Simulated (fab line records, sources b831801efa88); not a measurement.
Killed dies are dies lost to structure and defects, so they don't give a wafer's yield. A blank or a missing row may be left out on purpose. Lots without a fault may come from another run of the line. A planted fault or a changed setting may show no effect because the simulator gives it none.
A struck lot beside a sound one | flow gf180mcu | 14 steps out of a route of 602
Sound: wafers L178.1, L178.2, L178.5. Struck: wafers L188.3, L188.4, L188.6. The cause comes at the end.
At each step with rows: each side's tool, then ch and its chambers, then its first start. Under that, the readings that differ: sound wafers | struck wafers | difference of the means | sigmas: that difference in standard deviations of wafers without a fault.
alike: readings whose means differ by less than 2 such deviations, and words and numbers that are the same on both sides. not compared: withheld readings, readings that some wafer has no value for, bounds like >300 that may hide the same value, and numbers for which the record gives no deviation and whose values overlap.
The two part at a step that has a row with sigmas, a row that says differs or no value, or rows on one side only. Numbers that don't overlap but have no deviation are shown without sigmas and don't part them. A reading that every wafer of one side lacks parts them only if that side has two wafers or more.

first, 1 step without rows for these wafers: GF_NWELL_DEVELOP_06 (develop time 60 s).
GF_NWELL_OVL_MEAS_07:
  sound on overlay-01, day 5 10:30; struck on overlay-01, day 7 19:40
  alike: NWELL_OVL
then, 2 steps without rows for these wafers: GF_NWELL_IMPLANT_08; GF_NWELL_IMPLANT_09.
GF_NWELL_STRIP_10: strips in O2/N2.
  sound on plasma_asher-01 ch 0,1, day 5 10:50; struck on plasma_asher-02 ch 0,1, day 7 20:01
  reading                     | sound       | struck      | difference | sigmas
  drypump_motor_current_A (A) | 6.0 6.3 6.0 | 4.7 5.4 4.7 | -1.2       | -2
  alike: heater_power_w, oes_product_au, strip_time_to_endpoint_s
  not compared: rf_hours_counter_h
GF_NWELL_TW_MEAS_11:
  sound on film_metro-01, day 5 10:56; struck on film_metro-01, day 7 20:06
  alike: NWELL_TW
then, 6 steps without rows for these wafers: GF_LVPWELL_DEHYDRATE_00 (time 60 s); GF_LVPWELL_HMDS_01 (prime time 60 s); GF_LVPWELL_COAT_02 (resist thk 3000 nm); GF_LVPWELL_SOFTBAKE_03; GF_LVPWELL_EXPOSE_04 (exposes mask LVPWELL, target cd 600 nm); GF_LVPWELL_PEB_05.
GF_LVPWELL_DEVELOP_06: develop time 60 s.
  sound on litho_track-04 ch 0, day 6 01:00; struck on litho_track-02, day 8 12:00
  no value came back on the struck wafers for chill_plate_temp_C (C), develop_time_s (s), resist_line_temp_C (C); on the sound wafers chill_plate_temp_C (C) reads 22.95 22.84 22.95
GF_LVPWELL_OVL_MEAS_07:
  sound on overlay-01, day 6 01:37; struck on overlay-02, day 8 12:43
  reading          | sound       | struck | difference                    | sigmas
  LVPWELL_OVL (nm) | 1.7 2.1 4.3 | - - -  | no value on the struck wafers |

WHERE THEY PART
First at GF_NWELL_STRIP_10; last, within this record, at GF_LVPWELL_OVL_MEAS_07.

WHY: what the simulator had put in
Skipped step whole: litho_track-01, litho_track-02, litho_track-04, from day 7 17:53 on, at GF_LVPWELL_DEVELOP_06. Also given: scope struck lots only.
